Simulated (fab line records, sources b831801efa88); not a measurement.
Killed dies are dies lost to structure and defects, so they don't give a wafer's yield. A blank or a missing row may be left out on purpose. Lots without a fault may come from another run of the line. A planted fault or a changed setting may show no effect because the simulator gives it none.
Chamber matching | flow sky130 | SKY_VIA2_ETCH_15 on rie_diel-04: 4 sister chambers
The step etches SiO2 in C4F8/O2/Ar, stops on TiN, target depth 546 nm, time 84 s. 14 wafers are shown with their chamber, then 7 later ones without.

WAFERS WITH THEIR CHAMBER
wafer  | chamber | rf_fwd_power_W (W) | oes_product_au (a.u.)
L075.3 | 2       | 1486               | 0.935
L075.5 | 1       | 1492               | 0.946
L075.6 | 0       | 1490               | 0.937
L079.4 | 3       | 1499               | 0.945
L079.5 | 2       | 1488               | 0.930
L079.6 | 3       | 1488               | 0.940
L084.2 | 1       | 1488               | 0.945
L084.3 | 3       | 1492               | 0.938
L084.6 | 3       | 1491               | 0.942
L087.1 | 1       | 1487               | 0.938
L087.2 | 2       | 1490               | 0.947
L087.4 | 1       | 1487               | 0.934
L090.1 | 2       | 1486               | 0.937
L090.4 | 1       | 1485               | 0.938

SIGNATURES (means of the wafers above)
reading        | chamber 0 | chamber 1 | chamber 2 | chamber 3 | scatter within a chamber
rf_fwd_power_W | 1490.00   | 1487.80   | 1487.50   | 1492.50   | 3.21
oes_product_au | 0.93700   | 0.94020   | 0.93725   | 0.94125   | 0.00533
Rule: a wafer's distance from a chamber is the root of the sum, over the readings, of the square of ((its reading less the chamber's mean) divided by the reading's scatter). The wafer belongs to the nearest chamber; if the next one is less than 2 further off, it can't be placed. The scatter: the root of (the sum of the squares of (reading less its chamber's mean) over the shown wafers, divided by (wafers less chambers)).

WAFERS WITHOUT THEIR CHAMBER
wafer  | rf_fwd_power_W (W) | oes_product_au (a.u.)
L090.6 | 1495               | 0.937
L091.4 | 1492               | 0.937
L091.5 | 1486               | 0.933
L091.6 | 1488               | 0.936
L092.4 | 1487               | 0.941
L092.5 | 1482               | 0.948
L092.6 | 1494               | 0.945

WHICH CHAMBER EACH WENT THROUGH
wafer  | from the rows above               | in truth
L090.6 | can't be placed: 3 or 0 or 1 or 2 | 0
L091.4 | can't be placed: 0 or 3 or 2 or 1 | 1
L091.5 | can't be placed: 2 or 0 or 1 or 3 | 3
L091.6 | can't be placed: 2 or 0 or 1 or 3 | 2
L092.4 | can't be placed: 1 or 2 or 0 or 3 | 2
L092.5 | can't be placed: 1 or 2 or 0 or 3 | 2
L092.6 | can't be placed: 3 or 0 or 1 or 2 | 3
Placed correctly: 0 of 7. Can't be placed from these rows: 7 (the true chamber is among the candidates in 7). Placed wrongly: 0.
